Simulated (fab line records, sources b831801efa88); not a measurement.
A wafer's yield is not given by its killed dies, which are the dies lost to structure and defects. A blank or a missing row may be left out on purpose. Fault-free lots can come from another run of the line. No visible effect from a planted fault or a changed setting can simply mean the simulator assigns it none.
fab line records | flow sky130 | part 2 of 2: steps 25 to 33 of 33
[record] lots = 5 wafers = 15 lastDay = 50
route steps=708 shown LI_CONTACT@377 LOCAL_INTERCONNECT@387 CONTACT@406
lots that met no fault: from a run of the same line without faults
startH: the number of hours between the record's first day and the start of the first shown wafer of the lot | waitH: hours from the lot's prior step to this one | " the same as in the row above | L1.1+2: a single row standing in for several wafers | - either no value or no given start | * or withheld: withheld | < > ~ a bound
route shown NAME@n: NAME is a module with steps in the file, n the number in the route of the first one | usual: the fault-free wafers' mean and standard deviation | same: alike in all rows | chamber/n: place in a boat | sites: readings site by site | _std_site: their standard deviation | _edge_site: outer sites' mean less inner sites' | radiusMm: for every site, how far away it sits from the centre of the wafer | mask NAME#n: copy n | behind: the most recent tool/chamber to have shaped the wafer | hold: what put the lot on hold/how long, in hours/how the hold closed | device: which transistor (n, p or np) failed to switch | end of line: the same wafers' tests at the end of the route | a step given without rows: its recipe and nothing more | killed: at the first sort, the dies lost to defects and structure; wafer yield is something else | map: the dies of a wafer, with x for killed, . for not killed, _ for no die there
set.NAME: setting as actually run; set.NAME@STEP: the setting as run at that earlier step | model.NAME: the simulator's own value behind a step, which no gauge read
lots at selected steps of the route; one table per step, one row per wafer
services: when a tool's chamber went out of use (startH, in hours from the record's first day, below 0 if earlier), for how many hours, and the reason
[[steps]]
[step SKY_LOCAL_INTERCONNECT_METAL_ETCH_14]
[recipe] targetDepthNm = 110 stopOn = PSG chemistry = Cl2/BCl3 target = TiN resistSidewallDeg = 88 pressureMtorr = 10 icpW = 900 biasW = 48.5 Cl2_flow_sccm = 60 bcl3FlowSccm = 30 timeS = 31.4
[usual] drypumpMotorCurrentA = 5.8/0.56 oesProductAu = 0.941/0.007 throttleValvePct = 21.902/0.011
// columns lot.wafer tool chamber startH waitH drypumpMotorCurrentA oesProductAu rfHoursCounterH throttleValvePct
L076.1 rieMetal-01 1 715.29 0.0 6.3 0.939 3 21.913
L076.2 " 0 " " 6.5 0.942 9 21.911
L076.6 " 0 " " 6.5 0.941 - 21.890
L082.2 rieMetal-03 1 761.54 0.0 5.1 0.953 5 21.893
L082.4 " 0 " " 6.0 0.944 - 21.893
L082.5 " 0 " " 6.0 0.940 - 21.893
L089.2 rieMetal-03 1 857.57 0.1 5.1 0.928 - 21.921
L089.3 " 1 " " 5.1 0.931 - 21.913
L089.6 " 1 " " 5.1 0.942 - 21.896
L088.1 rieMetal-01 0 858.01 0.0 6.5 0.944 15 21.894
L088.5 " 0 " " 6.5 0.938 - 21.914
L088.6 " 1 " " 6.3 0.936 - 21.914
L096.1 rieMetal-04 1 867.09 0.0 5.2 0.931 3 21.891
L096.2 " 0 " " 6.0 0.930 12 21.912
L096.4 " 0 " " 6.0 0.935 - 21.912
[step SKY_LOCAL_INTERCONNECT_STRIP_15]
[recipe] chemistry = O2/N2 powerW = 1400 pressureMtorr = 1500 platenTempC = withheld o2FlowSccm = 3000 n2FlowSccm = 300 overashFraction = 0.5
[usual] drypumpMotorCurrentA = 5.7/0.44 oesProductAu = 0.428/0.0043 stripTimeToEndpointS = 4.762/0.016
// columns lot.wafer tool chamber startH waitH drypumpMotorCurrentA oesProductAu rfHoursCounterH stripTimeToEndpointS
L076.1 plasmaAsher-01 0 715.34 0.0 6.6 0.432 93 4.766
L076.2 " 1 " " 5.3 0.431 93 4.754
L076.6 " 1 " " 5.3 0.426 - 4.769
L082.2 plasmaAsher-03 1 761.59 0.0 5.5 0.423 66 4.731
L082.4 " 1 " " 5.4 0.430 - 4.756
L082.5 " 0 " " 5.2 0.428 - 4.787
L089.2 plasmaAsher-02 1 857.66 0.1 5.8 0.427 12 4.770
L089.3 " 1 " " 5.9 0.432 - 4.748
L089.6 " 1 " " 5.8 0.426 - 4.770
L088.1 plasmaAsher-03 1 858.06 0.0 5.4 0.429 75 4.765
L088.5 " 1 " " 5.5 0.430 - 4.772
L088.6 " 0 " " 5.2 0.428 - 4.738
L096.1 plasmaAsher-03 1 867.14 0.0 5.4 0.431 76 4.758
L096.2 " 0 " " 5.2 0.431 76 4.767
L096.4 " 0 " " 5.2 0.424 - 4.765
[step SKY_LOCAL_INTERCONNECT_STRIP_16]
[recipe] chemistry = postEtchResidueRemover timeS = 1219 tempC = 72.5
[usual] bathHeatDutyPct = 14.9/1.7
// columns lot.wafer tool chamber startH waitH bathHeatDutyPct
L076.1 wetBench-03 2 715.44 0.1 17.0
L076.2 " 2 " " 16.4
L076.6 " 2 " " 16.4
L082.2 wetBench-04 1 761.69 0.1 16.6
L082.4 " 1 " " 15.6
L082.5 " 1 " " 14.7
L089.2 wetBench-04 3 857.76 0.1 13.3
L089.3 " 3 " " 14.3
L089.6 " 3 " " 14.7
L088.1 wetBench-04 1 858.16 0.1 16.1
L088.5 " 1 " " 15.2
L088.6 " 1 " " 15.2
L096.1 wetBench-03 2 867.24 0.1 15.4
L096.2 " 2 " " 15.2
L096.4 " 2 " " 16.5
[step SKY_LOCAL_INTERCONNECT_CLEAN_17]
[recipe] chemistry = IPA timeS = 180 tempC = 25
[usual] bathHeatDutyPct = 6.5/0.77
// columns lot.wafer tool chamber startH waitH bathHeatDutyPct
L076.1 wetBench-03 2 715.78 0.0 6.7
L076.2 " 2 " " 6.3
L076.6 " 2 " " 7.7
L082.2 wetBench-03 2 762.06 0.0 6.6
L082.4 " 2 " " 7.4
L082.5 " 2 " " 6.9
L089.2 wetBench-02 3 858.10 0.0 6.7
L089.3 " 3 " " 7.4
L089.6 " 3 " " 7.5
L088.1 wetBench-03 1 858.51 0.0 6.1
L088.5 " 1 " " 6.1
L088.6 " 1 " " 6.4
L096.1 wetBench-02 1 867.58 0.0 7.6
L096.2 " 1 " " 6.4
L096.4 " 1 " " 6.3
[step SKY_LOCAL_INTERCONNECT_CLEAN_18]
[recipe] chemistry = O3/DIW dry = n2Spin
// columns lot.wafer tool chamber startH waitH
L076.1+2+6 wetBench-03 1 715.84 0.0
L082.2+4+5 wetBench-04 0 762.18 0.0
L089.2+3+6 wetBench-03 0 858.16 0.0
L088.1+5+6 wetBench-04 1 858.57 0.0
L096.1+2+4 wetBench-03 0 867.64 0.0
[step SKY_CONTACT_CVD_00]
[recipe] material = Si3N4 targetThkNm = 75 tempC = 400 timeS = withheld rfW = 450
[usual] heaterPowerW = 786/77
// columns lot.wafer tool chamber startH waitH heaterPowerW
L076.1 pecvd-04 0 715.93 0.0 822
L076.2 " 2 " " 772
L076.6 " 1 " " 822
L082.2 pecvd-04 1 762.28 0.0 819
L082.4 " 0 " " 793
L082.5 " 2 " " 755
L089.2 pecvd-02 0 858.26 0.0 851
L089.3 " 1 " " 700
L089.6 " 0 " " 691
L088.1 pecvd-01 1 858.66 0.0 803
L088.5 " 0 " " 768
L088.6 " 1 " " 811
L096.1 pecvd-01 2 867.73 0.0 814
L096.2 " 1 " " 730
L096.4 " 0 " " 818
[step SKY_CONTACT_THK_MEAS_01]
[recipe] reads = Si3N4_of_CONTACT_CVD_00
[usual] CONTACT_CVD_00_THK = 75.0/0.93
// columns lot.wafer tool chamber startH waitH CONTACT_CVD_00_THK[nm]
L076.1 filmMetro-02 - 715.97 - 74.2
L076.2 " - " " 73.6
L076.6 " - " " 75.8
L082.2 filmMetro-04 - 762.32 - 74.7
L082.4 " - " " 76.1
L082.5 " - " " 77.2
L089.2 filmMetro-04 - 858.30 - 73.5
L089.3 " - " " 74.2
L089.6 " - " " 74.7
L088.1 filmMetro-02 - 858.69 - 74.6
L088.5 " - " " 77.0
L088.6 " - " " 76.4
L096.1 filmMetro-02 - 867.76 - 74.2
L096.2 " - " " 75.2
L096.4 " - " " 76.1
[step SKY_CONTACT_HDPCVD_02]
[recipe] material = SiO2 targetThkNm = 565 sigmaOpenFrac = 0.3 timeS = 94.2 tempC = 600 sih4FlowSccm = 60 pressureMtorr = 6
[usual] sih4FlowSccm = 60.01/0.17
// columns lot.wafer tool chamber startH waitH sih4FlowSccm
L076.1 hdpcvd-02 0 716.03 0.1 60.04
L076.2 " 1 " " 59.76
L076.6 " 2 " " 59.89
L082.2 hdpcvd-02 0 762.37 0.0 60.04
L082.4 " 2 " " 60.23
L082.5 " 1 " " 59.89
L089.2 hdpcvd-02 0 858.35 0.0 60.07
L089.3 " 2 " " 59.88
L089.6 " 0 " " 59.91
L088.1 hdpcvd-01 0 858.75 0.1 60.10
L088.5 " 0 " " 60.45
L088.6 " 2 " " 59.92
L096.1 hdpcvd-02 0 867.82 0.1 59.90
L096.2 " 2 " " 60.22
L096.4 " 2 " " 59.84
[step SKY_CONTACT_THK_MEAS_03]
[recipe] reads = SiO2_of_CONTACT_HDPCVD_02
[usual] CONTACT_HDPCVD_THK = 565/6
// columns lot.wafer tool chamber startH waitH CONTACT_HDPCVD_THK[nm]
L076.1 filmMetro-01 - 716.10 0.0 565
L076.2 " - " " 566
L076.6 " - " " 565
L082.2 filmMetro-01 - 762.45 0.0 562
L082.4 " - " " 560
L082.5 " - " " 565
L089.2 filmMetro-01 - 858.43 0.0 566
L089.3 " - " " 560
L089.6 " - " " 563
L088.1 filmMetro-01 - 858.82 0.0 558
L088.5 " - " " 558
L088.6 " - " " 565
L096.1 filmMetro-04 - 867.89 0.0 574
L096.2 " - " " 574
L096.4 " - " " 574
[[services]]
// columns tool chamber startH hours kind
rieDiel-04 2 668.02 9.1 repair
rieMetal-03 0 675.58 1.5 repair
cmp-02 - 676.87 1.0 repair
rieMetal-01 1 688.11 5.5 repair
krfScanner-02 - 707.32 1.3 pm
cmp-02 - 708.88 6.6 pm
cmp-02 - 726.00 0.2 repair
hdpcvd-02 2 727.18 3.4 repair
rieDiel-04 2 731.43 1.5 repair
krfScanner-02 - 732.67 0.8 pm
hdpcvd-02 0 736.28 22.4 repair
plasmaAsher-03 - 738.17 9.2 repair
cvdW-02 0 739.11 5.0 repair
rieDiel-04 - 754.14 2.8 pm
rieDiel-04 1 780.45 3.3 repair
pvdSputter-04 - 794.18 3.7 repair
rieDiel-04 0 808.41 11.9 repair
rieMetal-03 0 823.52 9.1 repair
pvdSputter-01 - 827.70 2.4 repair
rieMetal-03 - 832.23 2.8 pm
rieDiel-04 2 832.78 9.3 repair
pvdSputter-02 - 844.38 9.1 repair
rieMetal-03 0 846.88 17.2 repair
plasmaAsher-03 - 863.21 1.4 repair
